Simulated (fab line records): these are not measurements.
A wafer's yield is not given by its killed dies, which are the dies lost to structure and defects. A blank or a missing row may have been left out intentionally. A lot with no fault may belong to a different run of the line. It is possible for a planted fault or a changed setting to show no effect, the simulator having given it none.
8D (eight disciplines) problem report, filled in by code :: flow sky130 :: the parts of the form that need people (team, actions taken, sign-off) are left out

1. PROBLEM STATEMENT
Mean RES_XHIGH_TW at SKY_RES_XHIGH_TW_MEAS_09: 30 over 9 wafers in 3 lots; fault-free wafers: 1636, standard deviation 9.6. So: -99 or more standard deviations from the usual mean.
First seen on wafer L752.1, day 32 13:59, on film_metro-02. The record holds 36 wafers of 12 lots with a number at this step. By rule, "out" or "out of limits" means more than 4 standard deviations away from the usual mean. The other wafers with a number count as sound.

2. WHAT THIS IS AND IS NOT
question: which readings at this step
is: RES_XHIGH_TW
is not: -

question: which lots
is: L752, L753, L754
is not: L740, L743, L744, L745, L747, L751, L755, L756, L758

question: which wafers of those lots
is: all that have a number
is not: -

question: read on which gauges
is: film_metro-02
is not: film_metro-01, film_metro-03

question: when
is: from day 32 13:59
is not: up to then (18 sound wafers); but 9 sound wafers of L755, L756, L758 came after

3. SUSPECTS, AND WHAT RULES EACH OUT
Counting: any tool at a process step up to the reading is kept as a suspect provided that every lot that is out went through it and no sound lot did after the first of them.
- the gauge at SKY_RES_XHIGH_TW_MEAS_09 is ruled out. All the wafers that are out were read on film_metro-02, but those of them that SKY_RES_XHIGH_STRIP_08 has rows for are out there too, on other tools.
- plasma_asher-01 at SKY_SD_P_STRIP_10 (strips in O2/N2): ruled out as a lasting fault. The sound lots L756, L755 went through it after L752, its earliest lot that is out (day 31 10:27).
Left after counting: nothing in the record.

4. THE CAUSE (what the simulator had put in)
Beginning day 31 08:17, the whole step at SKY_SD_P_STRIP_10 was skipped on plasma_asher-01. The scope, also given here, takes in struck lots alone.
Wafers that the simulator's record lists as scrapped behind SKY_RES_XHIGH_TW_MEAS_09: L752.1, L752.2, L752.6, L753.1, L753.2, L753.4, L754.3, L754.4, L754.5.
The count ruled it out by mistake, since the rule takes a fault to strike every lot its tool runs from the start of the fault on, and this one did not do so.

5. SEQUENCE OF EFFECTS, ordered by route
Each row: a reading whose mean over the struck wafers that have a number lies more than 3 standard deviations from the usual. Scope: only readings with a usual standard deviation given in the record; hours: median across lots of the time from each lot's start at the first step in this table that gives one to its start at this step; sigmas: change in usual standard deviations.
hours: 0
step: SKY_RES_XHIGH_STRIP_08
reading: strip_time_to_endpoint_s
usual: 14.30 s
on struck wafers: 31.36
change: +17.06
sigmas: +99 or more

hours: 0
step: SKY_RES_XHIGH_TW_MEAS_09
reading: RES_XHIGH_TW
usual: 1636
on struck wafers: 30
change: -1606
sigmas: -99 or more
The process steps in it:
- SKY_RES_XHIGH_STRIP_08: strips in O2/N2.
Readings that are blank on the struck wafers while sound wafers have them: chamber_pressure_mTorr at SKY_SD_P_STRIP_10; drypump_motor_current_A at SKY_SD_P_STRIP_10; oes_product_au at SKY_SD_P_STRIP_10; strip_time_to_endpoint_s at SKY_SD_P_STRIP_10.

6. WHAT WOULD HAVE CAUGHT IT SOONER
Counted from the fault's start at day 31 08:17, it took 30 hours until the first out-of-limits reading at a measuring or inspecting step in this record, taken at day 32 13:59.
At SKY_SD_P_STRIP_10 the tool's readings are blank on the struck wafers, where sound wafers have them: an empty tool record is the first sign, and it was there at once.
